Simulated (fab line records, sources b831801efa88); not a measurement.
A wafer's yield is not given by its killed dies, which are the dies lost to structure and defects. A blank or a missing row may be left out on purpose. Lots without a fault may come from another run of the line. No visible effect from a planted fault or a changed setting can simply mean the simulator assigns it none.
Which tool was responsible? ; flow gf180mcu ; Sampling: 6 lots, 18 wafers, 2 of 602 route steps

WHAT THE GAUGES SHOWED, per wafer
GF_VT_IMPLANT_RS_MEAS_48: a four-point-probe measurement.
lot;measured;on;LVPWELL_RS (ohm/sq)
L309;day 7 23:34;filmMetro-04;1194 1195 1194
L312;day 8 16:53;filmMetro-04;1195 1199 1197
L322;day 11 12:05;filmMetro-02;1194 1198 1195
L326;day 12 15:07;filmMetro-02;1197 1197 1196
L328;day 13 13:54;filmMetro-01;1193 1201 1201
L330;day 13 22:45;filmMetro-01;1200 1202 1203

TOOL THAT RAN EACH LOT (tool first, then ch and the chambers of the sampled wafers, then the start)
lot;GF_LVPWELL_IMPLANT_08
L309;implanter-04 ch 0, day 4 05:08
L312;implanter-02 ch 0, day 4 19:50
L322;implanter-01 ch 0, day 7 03:20
L326;implanter-04 ch 0, day 8 03:11
L328;implanter-01 ch 0, day 8 20:02
L330;implanter-04 ch 0, day 9 04:02
- GF_LVPWELL_IMPLANT_08

THE ANSWER, worked out from the rows above alone
Rule: the lots themselves supply what counts as usual. The widest of any qualifying gaps counts: lots, ordered by their means at a reading, are off when they make up no more than a third of the lots, leave a main group of 4 or more, and stand apart from it by 3 or more times the standard deviation of that group's means. If all means in a main group match to the digits the tables above print for the reading, that group is not used. A lot without any number at a reading at which 4 lots or more have one is off too. All remaining lots with rows at the step are treated as sound.
None of the lots is off at any reading shown; this tells nothing.

WHAT THE SIMULATOR HAD INSERTED
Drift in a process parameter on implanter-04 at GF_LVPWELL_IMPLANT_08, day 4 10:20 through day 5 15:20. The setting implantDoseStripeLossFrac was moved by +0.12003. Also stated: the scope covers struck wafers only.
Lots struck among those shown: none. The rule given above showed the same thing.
